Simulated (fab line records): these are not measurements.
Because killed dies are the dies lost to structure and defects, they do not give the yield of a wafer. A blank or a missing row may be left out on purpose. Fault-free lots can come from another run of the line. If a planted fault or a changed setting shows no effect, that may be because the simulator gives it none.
fab line records    flow sky130
[record] lots = 11  wafers = 33  last_day = 50
route steps=708 shown SD_P@323 SD_N@356 LI_CONTACT@375 PAD_OPEN@708
lots untouched by any fault: they come from a run of this same line in which no faults occurred
start_h: the number of hours between the record's first day and the start of the first shown wafer of the lot    wait_h: hours since the lot's step before    " as in the row above    L1.1+2: several wafers, shown together as one row    - value missing, or start not given    * or withheld: withheld    < > ~ a bound
route shown NAME@n: a module of which the file shows steps, and the number in the route of the first    usual: the fault-free wafers' mean and standard deviation    same: alike in all rows    chamber/n: place in a boat    sites: the reading at each site    _std_site: the standard deviation of these    _edge_site: inner sites' mean taken away from outer sites' mean    radius_mm: how far each site lies from the wafer's centre    mask NAME#n: copy n    behind: the tool/chamber that last shaped the wafer    hold: why the lot was held/for how many hours/how that ended    device: which transistor (n, p or np) failed to switch    end of line: tests of these same wafers at the route's end    step lacking rows: just its recipe    killed: the dies lost at the first sort to structure and to defects; this is not the yield of the wafer    map: dies across one wafer; x = killed, . = not, _ = none there
set.NAME: the setting that was run; set.NAME@STEP: the one run at that earlier step    model.NAME: the simulator's own value behind a step, which no gauge read
route steps across a sampled set of lots; one table per step, one row per wafer
services: from which hour (start_h, from the record's first day; less than 0 if before it) a tool's chamber was out of use, for how many hours, and why
[[steps]]
[step SKY_SD_P_SOFTBAKE_03]
[recipe] temp_c = 90  time_s = 62.42  resist = NOVOLAK
[usual] plate_sensor_t_centre_C = 90.758/0.0099  plate_sensor_t_edge_C = 90.829/0.01
[same] time_s = 62.42
lot.wafer  tool            chamber  start_h  wait_h  plate_sensor_t_centre_C  plate_sensor_t_edge_C
L353.1     litho_track-01  0        563.14   0.1     90.761                   90.838
L353.4     "               0        "        "       90.756                   90.844
L353.6     "               0        "        "       90.750                   90.830
L354.2     litho_track-04  0        579.49   0.1     90.750                   90.846
L354.3     "               0        "        "       90.761                   90.822
L354.6     "               0        "        "       90.748                   90.818
L356.1     litho_track-04  0        601.82   0.1     90.751                   90.837
L356.3     "               0        "        "       90.781                   90.846
L356.6     "               0        "        "       90.747                   90.834
L358.1     litho_track-02  0        619.12   0.1     90.741                   90.835
L358.3     "               0        "        "       90.762                   90.806
L358.4     "               0        "        "       90.753                   90.821
L362.2     litho_track-02  0        649.05   0.1     90.756                   90.846
L362.5     "               0        "        "       90.763                   90.842
L362.6     "               0        "        "       90.736                   90.841
L363.3     litho_track-01  0        668.04   0.1     90.767                   90.825
L363.4     "               0        "        "       90.757                   90.830
L363.5     "               0        "        "       90.748                   90.836
L365.4     litho_track-04  0        679.09   0.1     90.767                   90.831
L365.5     "               0        "        "       90.759                   90.837
L365.6     "               0        "        "       90.749                   90.833
L366.1     litho_track-02  0        687.17   0.1     90.764                   90.835
L366.2     "               0        "        "       90.770                   90.817
L366.5     "               0        "        "       90.753                   90.826
L368.2     litho_track-01  0        706.96   0.1     90.749                   90.840
L368.4     "               0        "        "       90.762                   90.817
L368.5     "               0        "        "       90.753                   90.829
L373.1     litho_track-02  0        736.72   0.1     90.744                   90.816
L373.2     "               0        "        "       90.753                   90.828
L373.4     "               0        "        "       90.772                   90.823
L375.2     litho_track-02  0        751.20   0.1     90.762                   90.833
L375.4     "               0        "        "       90.751                   90.840
L375.6     "               0        "        "       90.746                   90.826
[step SKY_SD_N_RTA_14]
[recipe] temp_c = 1075  time_s = 2  idle_temp_c = 650  ramp_up_c_per_s = 150  ramp_down_c_per_s = 90  ambient = N2
[usual] lamp_power_pct = 15.72/0.049  wafer_temp_C_max = 1078.2/1.3
[same] time_s = 2
lot.wafer  tool           chamber  start_h  wait_h  lamp_power_pct  wafer_temp_C_max
L353.1     rtp_anneal-02  0        636.10   0.0     15.72           1078.7
L353.4     "              0        "        "       15.76           1077.3
L353.6     "              0        "        "       15.67           1078.9
L354.2     rtp_anneal-01  0        653.06   0.0     15.67           1077.7
L354.3     "              0        "        "       15.75           1079.7
L354.6     "              0        "        "       15.74           1077.1
L356.1     rtp_anneal-01  0        673.39   0.0     15.78           1077.7
L356.3     "              0        "        "       15.82           1077.4
L356.6     "              0        "        "       15.73           1079.2
L358.1     rtp_anneal-01  0        691.45   0.0     15.71           1079.4
L358.3     "              0        "        "       15.82           1079.2
L358.4     "              0        "        "       15.70           1077.7
L362.2     rtp_anneal-01  0        721.31   0.0     15.70           1078.7
L362.5     "              0        "        "       15.76           1076.2
L362.6     "              0        "        "       15.67           1075.6
L363.3     rtp_anneal-02  0        739.25   0.0     15.73           1075.8
L363.4     "              0        "        "       15.65           1078.2
L363.5     "              0        "        "       15.70           1078.2
L365.4     rtp_anneal-02  0        749.61   0.0     15.76           1077.9
L365.5     "              0        "        "       15.75           1080.2
L365.6     "              0        "        "       15.65           1079.3
L366.1     rtp_anneal-01  0        757.62   0.0     15.81           1084.9
L366.2     "              0        "        "       15.74           1084.1
L366.5     "              0        "        "       15.82           1087.1
L368.2     rtp_anneal-01  0        776.40   0.0     15.72           1088.9
L368.4     "              0        "        "       15.77           1083.9
L368.5     "              0        "        "       15.76           1087.6
L373.1     rtp_anneal-02  0        804.45   0.0     15.81           1078.2
L373.2     "              0        "        "       15.66           1080.2
L373.4     "              0        "        "       15.72           1079.7
L375.2     rtp_anneal-02  0        818.10   0.0     15.70           1078.7
L375.4     "              0        "        "       15.72           1076.7
L375.6     "              0        "        "       15.73           1078.5
[step SKY_SD_N_RS_MEAS_16]
[recipe] thk_meas_gauge = four-point-probe
[usual] SD_N_RS = 68.45/0.13
lot.wafer  tool           chamber  start_h  wait_h  SD_N_RS[ohm/sq]
L353.1     film_metro-01  -        636.28   0.1     68.34
L353.4     "              -        "        "       68.54
L353.6     "              -        "        "       68.60
L354.2     film_metro-01  -        653.25   0.1     68.26
L354.3     "              -        "        "       68.37
L354.6     "              -        "        "       68.38
L356.1     film_metro-04  -        673.57   0.1     68.42
L356.3     "              -        "        "       68.36
L356.6     "              -        "        "       68.34
L358.1     film_metro-01  -        691.63   0.1     68.38
L358.3     "              -        "        "       68.35
L358.4     "              -        "        "       68.61
L362.2     film_metro-02  -        721.50   0.1     68.45
L362.5     "              -        "        "       68.69
L362.6     "              -        "        "       68.69
L363.3     film_metro-04  -        739.45   0.1     68.52
L363.4     "              -        "        "       68.45
L363.5     "              -        "        "       68.41
L365.4     film_metro-01  -        749.82   0.1     68.38
L365.5     "              -        "        "       68.58
L365.6     "              -        "        "       68.43
L366.1     film_metro-01  -        757.79   0.1     67.21
L366.2     "              -        "        "       67.16
L366.5     "              -        "        "       67.15
L368.2     film_metro-02  -        776.58   0.1     67.40
L368.4     "              -        "        "       67.51
L368.5     "              -        "        "       67.46
L373.1     film_metro-01  -        804.63   0.1     68.44
L373.2     "              -        "        "       68.27
L373.4     "              -        "        "       68.44
L375.2     film_metro-01  -        818.28   0.1     68.61
L375.4     "              -        "        "       68.62
L375.6     "              -        "        "       68.52
[step SKY_SD_N_RS_MEAS_17]
[recipe] thk_meas_gauge = four-point-probe
[usual] SD_P_RS = 146.9/0.44
lot.wafer  tool           chamber  start_h  wait_h  SD_P_RS[ohm/sq]
L353.1     film_metro-01  -        636.40   0.1     146.7
L353.4     "              -        "        "       147.4
L353.6     "              -        "        "       147.0
L354.2     film_metro-01  -        653.37   0.1     147.1
L354.3     "              -        "        "       146.9
L354.6     "              -        "        "       147.0
L356.1     film_metro-04  -        673.69   0.1     146.8
L356.3     "              -        "        "       146.9
L356.6     "              -        "        "       146.6
L358.1     film_metro-01  -        691.75   0.1     146.7
L358.3     "              -        "        "       146.7
L358.4     "              -        "        "       147.2
L362.2     film_metro-02  -        721.62   0.1     147.0
L362.5     "              -        "        "       147.0
L362.6     "              -        "        "       147.0
L363.3     film_metro-04  -        739.57   0.1     146.5
L363.4     "              -        "        "       147.0
L363.5     "              -        "        "       146.4
L365.4     film_metro-01  -        749.94   0.1     146.5
L365.5     "              -        "        "       146.8
L365.6     "              -        "        "       147.0
L366.1     film_metro-01  -        757.91   0.1     140.3
L366.2     "              -        "        "       140.3
L366.5     "              -        "        "       140.2
L368.2     film_metro-02  -        776.70   0.1     141.4
L368.4     "              -        "        "       141.2
L368.5     "              -        "        "       141.2
L373.1     film_metro-01  -        804.75   0.1     146.8
L373.2     "              -        "        "       146.4
L373.4     "              -        "        "       146.7
L375.2     film_metro-01  -        818.40   0.1     147.1
L375.4     "              -        "        "       147.0
L375.6     "              -        "        "       147.1
[step SKY_LI_CONTACT_OVL_MEAS_13]
[usual] LI_CONTACT_OVL = 2/4.9
lot.wafer  tool        chamber  start_h  wait_h  LI_CONTACT_OVL[nm]
L353.1     overlay-01  -        666.02   0.1     7
L353.4     "           -        "        "       2
L353.6     "           -        "        "       1
L354.2     overlay-02  -        682.75   0.1     2
L354.3     "           -        "        "       -1
L354.6     "           -        "        "       -1
L356.1     overlay-02  -        702.82   0.1     5
L356.3     "           -        "        "       -1
L356.6     "           -        "        "       4
L358.1     overlay-02  -        721.44   0.1     15
L358.3     "           -        "        "       8
L358.4     "           -        "        "       3
L362.2     overlay-01  -        750.28   0.1     1
L362.5     "           -        "        "       1
L362.6     "           -        "        "       -6
L363.3     overlay-02  -        767.80   0.1     3
L363.4     "           -        "        "       1
L363.5     "           -        "        "       1
L365.4     overlay-01  -        777.71   0.1     -4
L365.5     "           -        "        "       -9
L365.6     "           -        "        "       -5
L366.1     overlay-02  -        785.94   0.1     -2
L366.2     "           -        "        "       -1
L366.5     "           -        "        "       0
L368.2     overlay-02  -        804.25   0.1     2
L368.4     "           -        "        "       -2
L368.5     "           -        "        "       0
L373.1     overlay-01  -        831.44   0.1     0
L373.2     "           -        "        "       8
L373.4     "           -        "        "       15
L375.2     overlay-01  -        845.15   0.1     10
L375.4     "           -        "        "       9
L375.6     "           -        "        "       13
[step SKY_LI_CONTACT_ETCH_14]
[recipe] chemistry = N2/H2  target = BARC  ion_energy_ev = 200  source_w = 500  bias_w = 101.1  pressure_mtorr = 30  n2_flow_sccm = 100  h2_flow_sccm = 200  stop_on = SiO2  time_s = 45.9  target_depth_a = 600
[usual] drypump_motor_current_A = 5.8/0.4  oes_product_au = 0.854/0.0053  rf_fwd_power_W = 495.4/1.6  throttle_valve_pct = 13.224/0.0086
[same] time_s = 45.9
lot.wafer  tool         chamber  start_h  wait_h  drypump_motor_current_A  oes_product_au  rf_fwd_power_W  rf_hours_counter_h  throttle_valve_pct
L353.1     rie_diel-03  2        666.06   0.0     5.6                      0.858           493.6           9                   13.208
L353.4     "            1        "        "       5.7                      0.852           495.6           39                  13.229
L353.6     "            3        "        "       5.5                      0.859           496.4           -                   13.216
L354.2     rie_diel-04  2        682.78   0.0     6.3                      0.850           493.9           6                   13.219
L354.3     "            0        "        "       5.6                      0.851           492.3           1                   13.228
L354.6     "            2        "        "       6.3                      0.857           496.4           -                   13.214
L356.1     rie_diel-03  2        702.86   0.0     5.7                      0.859           496.1           10                  13.238
L356.3     "            3        "        "       5.5                      0.860           494.7           6                   13.220
L356.6     "            0        "        "       5.7                      0.859           497.4           -                   13.225
L358.1     rie_diel-01  1        721.48   0.0     6.6                      0.857           493.3           3                   13.227
L358.3     "            0        "        "       5.4                      0.850           493.4           2                   13.211
L358.4     "            1        "        "       6.6                      0.853           493.5           -                   13.217
L362.2     rie_diel-03  0        750.31   0.0     5.7                      0.845           497.6           2                   13.201
L362.5     "            2        "        "       5.7                      0.859           494.8           -                   13.215
L362.6     "            0        "        "       5.7                      0.847           497.2           -                   13.222
L363.3     rie_diel-03  0        767.83   0.0     5.7                      0.842           497.5           3                   13.213
L363.4     "            2        "        "       5.6                      0.855           495.6           12                  13.222
L363.5     "            1        "        "       5.7                      0.849           495.0           -                   13.235
L365.4     rie_diel-03  3        777.75   0.0     5.5                      0.862           495.6           -                   13.223
L365.5     "            2        "        "       5.6                      0.863           492.7           -                   13.228
L365.6     "            0        "        "       5.7                      0.856           499.1           -                   13.227
L366.1     rie_diel-01  1        785.98   0.0     6.6                      0.857           494.0           4                   13.223
L366.2     "            0        "        "       5.4                      0.862           496.1           3                   13.226
L366.5     "            2        "        "       5.9                      0.856           495.7           -                   13.243
L368.2     rie_diel-04  3        804.28   0.0     5.5                      0.862           495.9           6                   13.214
L368.4     "            0        "        "       5.6                      0.857           495.6           4                   13.233
L368.5     "            0        "        "       5.6                      0.858           494.1           -                   13.228
L373.1     rie_diel-04  3        831.48   0.0     5.5                      0.862           494.9           7                   13.212
L373.2     "            2        "        "       6.3                      0.848           494.7           11                  13.228
L373.4     "            1        "        "       6.7                      0.856           497.0           6                   13.226
L375.2     rie_diel-03  3        845.18   0.0     5.5                      0.860           496.8           11                  13.224
L375.4     "            0        "        "       5.7                      0.855           496.0           5                   13.216
L375.6     "            1        "        "       5.7                      0.853           495.4           -                   13.231
[step SKY_PAD_OPEN_PROBE_99]
[usual] killed_at_M0_to_M3 = 45/7.1  killed_at_M4_up = 3.0/1.8  killed_at_contacts = 24/5.4  killed_at_front_end = 16/4.9  killed_at_other = 0.3/0.63  killed_dies = 88/11  killed_open = 47/7.4  killed_short = 40/7
[same] gross_dies = 492  killed_at_back_side = 0
lot.wafer  tool       chamber  start_h  wait_h  killed_at_M0_to_M3  killed_at_M4_up  killed_at_contacts  killed_at_front_end  killed_at_other  killed_dies  killed_open  killed_short
L362.2     prober-02  -        1129.13  0.1     47                  4                22                  10                   0                83           50           33
L362.5     prober-02  -        1129.28  0.2     49                  1                15                  20                   1                86           43           43
L362.6     prober-02  -        1129.33  0.2     42                  5                21                  7                    0                75           41           34
L368.2     prober-02  -        1167.26  0.1     47                  2                16                  18                   1                84           48           35
L368.4     prober-02  -        1167.36  0.2     45                  5                20                  16                   1                87           47           39
L368.5     prober-02  -        1167.41  0.2     44                  4                34                  21                   0                103          54           49
// killed by level:class
L362.2 VIA1:geometric_particle:open=14 VIA3:geometric_particle:open=9 CONTACT:geometric_particle:open=8 LI_CONTACT:geometric_particle:open=7 METAL1:geometric_particle:short=5 METAL2:geometric_particle:short=4 POLY_GATE:geometric_particle:short=4 LOCAL_INTERCONNECT:geometric_particle:short=4
L362.5 METAL1:geometric_particle:short=9 VIA1:geometric_particle:open=8 METAL2:geometric_particle:short=7 VIA3:geometric_particle:open=7 FIELD_ISO:geometric_particle:short=6 VIA2:geometric_particle:open=6 POLY_GATE:geometric_particle:short=5 LOCAL_INTERCONNECT:geometric_particle:open=4
L362.6 VIA2:geometric_particle:open=11 VIA1:geometric_particle:open=9 CONTACT:geometric_particle:open=7 LI_CONTACT:geometric_particle:open=6 METAL1:geometric_particle:short=6 METAL2:geometric_particle:short=5 LOCAL_INTERCONNECT:geometric_particle:short=4 METAL4:geometric_particle:short=4
L368.2 VIA1:geometric_particle:open=14 VIA2:geometric_particle:open=9 FIELD_ISO:geometric_particle:open=6 LOCAL_INTERCONNECT:geometric_particle:short=5 VIA2:geometric_particle:short=5 VIA3:geometric_particle:open=5 POLY_GATE:geometric_particle:short=4 POLY_GATE:geometric_particle:open=4
L368.4 CONTACT:geometric_particle:open=11 VIA1:geometric_particle:open=10 VIA1:geometric_particle:short=9 POLY_GATE:geometric_particle:short=6 LI_CONTACT:geometric_particle:open=6 POLY_GATE:geometric_particle:open=5 METAL1:geometric_particle:short=5 VIA3:geometric_particle:open=5
L368.5 CONTACT:geometric_particle:open=11 LI_CONTACT:geometric_particle:open=10 CONTACT:geometric_particle:short=6 VIA2:geometric_particle:open=6 VIA1:geometric_particle:open=6 VIA3:geometric_particle:open=6 FIELD_ISO:geometric_particle:short=5 LOCAL_INTERCONNECT:geometric_particle:short=5
[[services]]
tool            chamber  start_h  hours  kind
rtp_anneal-02   -        561.25   4.0    pm
rie_diel-03     0        562.07   3.2    repair
rie_diel-01     -        565.46   0.2    repair
rie_diel-01     1        568.89   3.3    repair
rie_diel-04     1        584.87   -      clean
rie_diel-04     1        584.87   32.4   scheduled_down
rie_diel-04     1        584.87   32.4   vent_cycle
rie_diel-04     0        634.81   -      clean
rie_diel-04     0        634.81   17.3   scheduled_down
rie_diel-04     0        634.81   17.3   vent_cycle
rie_diel-03     0        674.62   -      clean
rie_diel-03     0        674.62   22.6   scheduled_down
rie_diel-03     0        674.62   22.6   vent_cycle
rie_diel-03     -        723.28   0.9    repair
rie_diel-03     1        749.67   1.2    repair
rtp_anneal-01   -        763.68   12.4   pm
rie_diel-03     1        775.10   -      clean
rie_diel-03     1        775.10   19.0   scheduled_down
rie_diel-03     1        775.10   19.0   vent_cycle
rie_diel-03     1        797.27   2.6    repair
rie_diel-01     -        798.16   2.8    pm
rie_diel-03     -        805.66   0.3    repair
rie_diel-04     -        816.20   2.8    pm
litho_track-02  -        841.84   -      consumable_replace:filter
[[key]]
[first_sign] step = SKY_SD_N_RTA_14  reading = wafer_temp_C_max  direction = up  sigmas = 5.9  usual = *  struck = *
[effect] step = SKY_SD_N_RS_MEAS_16  reading = SD_N_RS  direction = down  sigmas = 8.5  usual = 68.45  struck = 67.31
[effect] step = SKY_SD_N_RS_MEAS_17  reading = SD_P_RS  direction = down  sigmas = 14  usual = 146.9  struck = 140.8
met_at SKY_SD_N_RTA_14
struck_lots L366,L368
tester_left_out L366,L368
not_acting_at SKY_SD_P_SOFTBAKE_03,SKY_LI_CONTACT_OVL_MEAS_13,SKY_LI_CONTACT_ETCH_14
onset_between 721.31 757.62
[fault] kind = process_parameter_drift  tool = rtp_anneal-01  chamber = -  onset_h = 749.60  steps = SKY_SD_N_RTA_14  channel = temp_c  offset = *  shape = step  end_h = 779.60  acts_in = *  stated = *
// tester_left_out: of these lots the tester's yield and bins aren't shown, on N5 and GAA mostly nor the transistor test; their killed dies are dies lost to structure and defects alone, not to doping, threshold or leakage, so they don't give the yield
